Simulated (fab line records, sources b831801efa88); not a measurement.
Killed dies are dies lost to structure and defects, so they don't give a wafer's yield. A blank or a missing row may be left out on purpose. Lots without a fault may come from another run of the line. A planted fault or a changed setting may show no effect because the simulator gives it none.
Which tool did it? | flow gf180mcu | 14 lots, 42 wafers sampled, at 4 steps of a route of 602

WHAT THE GAUGES READ, wafer by wafer
GF_V5_BOW_MEAS_05.
lot  | measured     | on            | V5_BOW (um)
L329 | day 27 00:14 | film_metro-02 | 151 137 142
L330 | day 27 02:38 | film_metro-02 | 144 143 129
L331 | day 27 06:27 | film_metro-04 | 130 114 129
L332 | day 28 00:39 | film_metro-03 | 147 146 150
L333 | day 28 16:48 | film_metro-02 | 132 133 141
L334 | day 28 21:18 | film_metro-03 | 132 129 132
L335 | day 29 00:30 | film_metro-03 | 130 119 126
L341 | day 30 20:40 | film_metro-04 | 153 153 156
L342 | day 30 21:25 | film_metro-04 | 122 132 132
L348 | day 32 11:57 | film_metro-03 | 151 157 153
L349 | day 32 18:32 | film_metro-03 | 132 134 129
L350 | day 33 01:38 | film_metro-03 | 141 130 131
L351 | day 33 15:01 | film_metro-02 | 141 128 133
L352 | day 33 16:45 | film_metro-02 | 120 124 125

GF_V5_CD_MEAS_14: target cd 260 nm.
lot  | measured     | on        | cd_nm (nm)
L329 | day 27 20:25 | cd_sem-02 | 259.8 260.4 260.2
L330 | day 27 23:17 | cd_sem-02 | 259.1 260.5 260.1
L331 | day 28 02:54 | cd_sem-01 | 259.7 259.3 258.9
L332 | day 28 20:58 | cd_sem-02 | 261.2 260.3 259.9
L333 | day 29 12:20 | cd_sem-02 | 261.2 261.2 261.4
L334 | day 29 15:57 | cd_sem-02 | 258.7 259.0 259.6
L335 | day 29 20:05 | cd_sem-02 | 261.5 260.7 260.3
L341 | day 31 15:05 | cd_sem-02 | 259.6 258.7 259.6
L342 | day 31 15:29 | cd_sem-02 | 260.4 259.7 258.4
L348 | day 33 04:38 | cd_sem-02 | 259.4 259.5 260.2
L349 | day 33 11:52 | cd_sem-02 | 260.5 260.2 260.6
L350 | day 33 18:29 | cd_sem-02 | 262.1 262.1 261.1
L351 | day 34 07:37 | cd_sem-02 | 262.9 261.8 263.2
L352 | day 34 08:19 | cd_sem-02 | 260.4 260.8 260.2

WHICH TOOL RAN EACH LOT (tool, then ch and the chambers of the sampled wafers, then the start)
lot  | GF_CONTACT_CVD_00                | GF_MIM_SPUTTER_07
L329 | hdpcvd-01 ch 1,2, day 15 13:53   | pvd_sputter-02, day 25 04:32
L330 | hdpcvd-02 ch 0,1,2, day 15 19:41 | pvd_sputter-02, day 25 06:21
L331 | hdpcvd-01 ch 1,2, day 16 01:05   | pvd_sputter-01, day 25 09:23
L332 | hdpcvd-02 ch 0,1,2, day 16 20:26 | pvd_sputter-04, day 26 04:13
L333 | hdpcvd-02 ch 0,1, day 17 05:24   | pvd_sputter-01, day 27 00:30
L334 | hdpcvd-02 ch 0,1,2, day 17 16:38 | pvd_sputter-04, day 27 02:38
L335 | hdpcvd-02 ch 0,1, day 18 01:49   | pvd_sputter-04, day 27 06:18
L341 | hdpcvd-01 ch 0,1,2, day 20 03:03 | pvd_sputter-01, day 29 04:11
L342 | hdpcvd-01 ch 0,2, day 20 10:25   | pvd_sputter-01, day 29 05:15
L348 | hdpcvd-01 ch 0,1,2, day 22 13:08 | pvd_sputter-04, day 30 22:10
L349 | hdpcvd-01 ch 0,2, day 22 21:41   | pvd_sputter-02, day 31 06:34
L350 | hdpcvd-02 ch 0,1, day 23 04:22   | pvd_sputter-02, day 31 13:05
L351 | hdpcvd-01 ch 0,1,2, day 24 02:23 | pvd_sputter-02, day 32 04:22
L352 | hdpcvd-01 ch 1,2, day 24 02:48   | pvd_sputter-04, day 32 06:53
- GF_CONTACT_CVD_00: deposits SiO2, target thk 300 nm, time 50 s.
- GF_MIM_SPUTTER_07: material TiN, target thk 60 nm, time 50 s.

WHAT THE TOOLS THEMSELVES READ (means of the sampled wafers that have a number; where no wafer has one, the mark that the record gives instead)
GF_MIM_SPUTTER_07.
lot  | tool           | cathode_dc_power_W (W) | throttle_valve_pct (%)
L329 | pvd_sputter-02 | 6499.7                 | 29.3
L330 | pvd_sputter-02 | 6500.3                 | 29.8
L331 | pvd_sputter-01 | 6499.6                 | 30.4
L332 | pvd_sputter-04 | 6501.0                 | 30.7
L333 | pvd_sputter-01 | 6499.7                 | 29.0
L334 | pvd_sputter-04 | 6500.7                 | 31.4
L335 | pvd_sputter-04 | 6501.0                 | 31.9
L341 | pvd_sputter-01 | 6498.5                 | 28.1
L342 | pvd_sputter-01 | 6500.5                 | 29.6
L348 | pvd_sputter-04 | 6501.1                 | 29.7
L349 | pvd_sputter-02 | 6500.1                 | 29.9
L350 | pvd_sputter-02 | 6500.3                 | 30.1
L351 | pvd_sputter-02 | 6501.2                 | 30.0
L352 | pvd_sputter-04 | 6498.5                 | 30.6

THE ANSWER, worked out from the rows above alone
Rule: what is usual is taken from the lots themselves. Put in order of their means at a reading, lots are off if they are a third of the lots or fewer, leave a main group of 4 or more, and stand apart from it by a gap of 3 or more times the standard deviation of the main group's means; of several such gaps the widest counts. A main group whose means are all the same, to the digits that the tables above print for the reading, isn't used. A lot without any number at a reading at which 4 lots or more have one is off too. The other lots that the step has rows for count as sound. The gauges are gone through in route order, then the tools' own readings, and for those a lot's mean is taken as printed above. The first step at which some lot is off is used, and at that step the reading that is off furthest; a lot without a number counts as furthest.
No lot is off at any reading shown: from this, nothing can be told.

WHAT THE SIMULATOR HAD PUT IN
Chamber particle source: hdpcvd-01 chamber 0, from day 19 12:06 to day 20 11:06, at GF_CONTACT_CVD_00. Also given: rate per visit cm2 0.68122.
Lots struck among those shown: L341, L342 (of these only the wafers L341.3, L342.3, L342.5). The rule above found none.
